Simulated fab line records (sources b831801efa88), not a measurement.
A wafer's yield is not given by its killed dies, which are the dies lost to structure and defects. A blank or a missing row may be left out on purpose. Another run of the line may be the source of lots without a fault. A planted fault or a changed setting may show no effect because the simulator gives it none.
A lot that was struck, set against a sound lot    flow sky130    31 out of 708 route steps
Sound: these wafers, L254.3, L254.4, L254.5. Struck: wafer L266.3 (left out: L266.1, L266.6 of the same lot, which were not struck); the cause appears at the end.
For every step that has rows: the tool of each side, followed by ch and its chambers, followed by its first start. Under that, the readings that differ: sound wafers    struck wafers    difference of the means    sigmas: that difference in standard deviations of wafers without a fault.
alike: a reading whose means differ by less than 2 such deviations, as well as words and numbers matching on both sides. not compared: withheld readings; readings where some wafer has no value; bounds like >300 that might hide an equal value; numbers whose values overlap and for which the record gives no deviation.
A row with sigmas, a row that says differs or no value, or rows on one side alone: a step with any of these is where the two part. When numbers do not overlap yet have no deviation, they are printed without sigmas and do not part them. Lack of a reading on every wafer of one side parts them only where that side has two or more wafers.

SKY_LI_CONTACT_OVL_MEAS_13:
  struck on overlay-01, day 34 10:28; sound on overlay-02, day 30 21:55
  alike: LI_CONTACT_OVL
SKY_LI_CONTACT_ETCH_14: etches BARC in N2/H2, stops on SiO2, time 45.9 s, target depth 60 nm.
  sound on rie_diel-03 ch 0,1,3, day 30 21:57; struck on rie_diel-03 ch 2, day 34 10:31
  alike: drypump_motor_current_A, oes_product_au, throttle_valve_pct
  not compared: rf_hours_counter_h
then, 1 step without rows for these wafers: SKY_LI_CONTACT_ETCH_15 (etches PSG in C4F8/O2/Ar, stops on Si, target depth 600 nm).
SKY_LI_CONTACT_STRIP_16: strips in O2/N2.
  sound on plasma_asher-04 ch 0,1, day 30 22:07; struck on plasma_asher-01 ch 0, day 34 10:38
reading                sound              struck  difference  sigmas
oes_product_au (a.u.)  0.376 0.372 0.376  0.388   +0.013      +3
  alike: drypump_motor_current_A, strip_time_to_endpoint_s
  not compared: rf_hours_counter_h
then, 4 steps without rows for these wafers: SKY_LI_CONTACT_CLEAN_17 (cleans in NMP, time 600 s); SKY_LI_CONTACT_PRE_CLEAN_18 (time 5.6 s); SKY_LI_CONTACT_SPUTTER_19 (material Ti, target thk 20 nm, time 106.37 s); SKY_LI_CONTACT_SPUTTER_20 (material TiN, target thk 20 nm, time 80 s).
SKY_LI_CONTACT_CVD_21: deposits W, target thk 400 nm, time 120.56 s.
  sound on cvd_w-01 ch 0,1, day 30 22:33; struck on cvd_w-02 ch 0, day 34 11:05
reading             sound        struck  difference  sigmas
heater_power_w (W)  834 888 861  734     -127        -3
  alike: susceptor_temp_C
SKY_LI_CONTACT_RS_MEAS_22: the measuring method here is four-point-probe.
  struck on film_metro-04, day 34 11:13; sound on film_metro-03, day 30 22:40
  alike: LI_CONTACT_W_RS
SKY_LI_CONTACT_THK_MEAS_23: measures by xrf.
  struck on film_metro-04, day 34 11:20; sound on film_metro-03, day 30 22:46
  alike: LI_CONTACT_W_THK
then, 1 step without rows for these wafers: SKY_LI_CONTACT_CMP_24 (polishes, stops on PSG, t overpolish 20 s, target thk 0 nm).
SKY_LOCAL_INTERCONNECT_SPUTTER_00: material TiN, target thk 100 nm, time 83.3 s.
  struck on pvd_sputter-02, day 34 11:41; sound on pvd_sputter-02, day 30 23:07
reading                                                 sound                 struck  difference  sigmas
cathode_dc_power_W (W)                                  6501.1 6500.6 6503.6  6156.3  -345.5      -99 or more
model.TiN_of_LOCAL_INTERCONNECT_SPUTTER_00.thk_nm (nm)  97.34 98.1 96.76      94.91   -2.49       
  alike: susceptor_temp_C, throttle_valve_pct
SKY_LOCAL_INTERCONNECT_RS_MEAS_01: the measuring method here is four-point-probe.
  struck on film_metro-03, day 34 11:45; sound on film_metro-03, day 30 23:13
reading                             sound              struck  difference  sigmas
LOCAL_INTERCONNECT_TIN_RS (ohm/sq)  14.52 14.41 14.64  14.97   +0.45       +2
SKY_LOCAL_INTERCONNECT_THK_MEAS_02: measures by xrf.
  struck on film_metro-03, day 34 11:52; sound on film_metro-03, day 30 23:19
  alike: LOCAL_INTERCONNECT_TIN_THK
then, 8 steps without rows for these wafers: SKY_LOCAL_INTERCONNECT_DEHYDRATE_03 (time 60 s); SKY_LOCAL_INTERCONNECT_HMDS_04 (prime time 60 s); SKY_LOCAL_INTERCONNECT_COAT_05 (resist thk 60 nm); SKY_LOCAL_INTERCONNECT_COAT_06 (resist thk 450 nm); SKY_LOCAL_INTERCONNECT_SOFTBAKE_07 (time 90 s); SKY_LOCAL_INTERCONNECT_EXPOSE_08 (exposes mask LI1M, target cd 170 nm); SKY_LOCAL_INTERCONNECT_PEB_09; SKY_LOCAL_INTERCONNECT_DEVELOP_10 (develop time 60 s).
SKY_LOCAL_INTERCONNECT_CD_MEAS_11: target cd 170 nm.
  struck on cd_sem-01, day 35 14:41; sound on cd_sem-02, day 32 02:53
  alike: cd_nm
SKY_LOCAL_INTERCONNECT_OVL_MEAS_12:
  struck on overlay-02, day 35 14:49; sound on overlay-01, day 32 02:58
reading                      sound  struck  difference  sigmas
LOCAL_INTERCONNECT_OVL (nm)  1 2 5  -10     -13         -3
SKY_LOCAL_INTERCONNECT_ETCH_13: etches BARC in N2/H2, stops on SiO2, time 45.9 s, target depth 60 nm.
  sound on rie_metal-03 ch 0,1, day 32 03:01; struck on rie_metal-03 ch 1, day 35 14:51
  alike: drypump_motor_current_A, oes_product_au, throttle_valve_pct
  not compared: rf_hours_counter_h
SKY_LOCAL_INTERCONNECT_METAL_ETCH_14: etches TiN in Cl2/BCl3, stops on PSG, target depth 110 nm, time 31.4 s.
  sound on rie_metal-03 ch 0,1, day 32 03:05; struck on rie_metal-03 ch 1, day 35 14:55
  alike: drypump_motor_current_A, oes_product_au, throttle_valve_pct
  not compared: rf_hours_counter_h
SKY_LOCAL_INTERCONNECT_STRIP_15: strips in O2/N2.
  sound on plasma_asher-03 ch 0,1, day 32 03:09; struck on plasma_asher-01 ch 1, day 35 14:58
reading                       sound              struck  difference  sigmas
drypump_motor_current_A (A)   5.4 5.5 5.4        6.4     +1.0        +3
strip_time_to_endpoint_s (s)  4.689 4.730 4.703  4.746   +0.039      +2
  alike: oes_product_au
  not compared: rf_hours_counter_h
SKY_LOCAL_INTERCONNECT_STRIP_16: strips in post etch residue remover, time 1200 s.
  sound on wet_bench-02 ch 1, day 32 03:13; struck on wet_bench-04 ch 3, day 35 15:04
reading                                                 sound              struck  difference  sigmas
model.TiN_of_LOCAL_INTERCONNECT_SPUTTER_00.thk_nm (nm)  96.92 97.68 96.34  94.49   -2.49       
  alike: bath_guard_temp_C, bath_heat_duty_pct
then, 1 step without rows for these wafers: SKY_LOCAL_INTERCONNECT_CLEAN_17 (cleans in IPA, time 180 s).
-- record jumps: 14 days separate the struck wafers' starts on either side; left off in module LOCAL_INTERCONNECT, taken up again in module PAD_OPEN, whose first shown step is the route's number 708 --
SKY_PAD_OPEN_PROBE_99:
  struck on prober-01, day 49 14:01; sound on prober-02, day 46 22:05
reading                         sound              struck  difference  sigmas
killed_at_M0_to_M3              41 40 40           61      +21         +3
killed_dies                     77 71 82           107     +30         +3
killed_open                     37 45 43           59      +17         +2
killed_short                    40 26 39           48      +13         +2
model.etest.res_li.line_ohm_um  77.52 77.11 77.16  79.67   +2.41       
model.etest.res_li.rs_ohm_sq    13.23 13.19 13.21  13.55   +0.34       
  alike: killed_at_M4_up, killed_at_contacts, killed_at_front_end, killed_at_other

== WHERE THEY PART ==
Earliest at SKY_LI_CONTACT_STRIP_16; latest, in this record, at SKY_PAD_OPEN_PROBE_99.

WHY: whatever the simulator had introduced
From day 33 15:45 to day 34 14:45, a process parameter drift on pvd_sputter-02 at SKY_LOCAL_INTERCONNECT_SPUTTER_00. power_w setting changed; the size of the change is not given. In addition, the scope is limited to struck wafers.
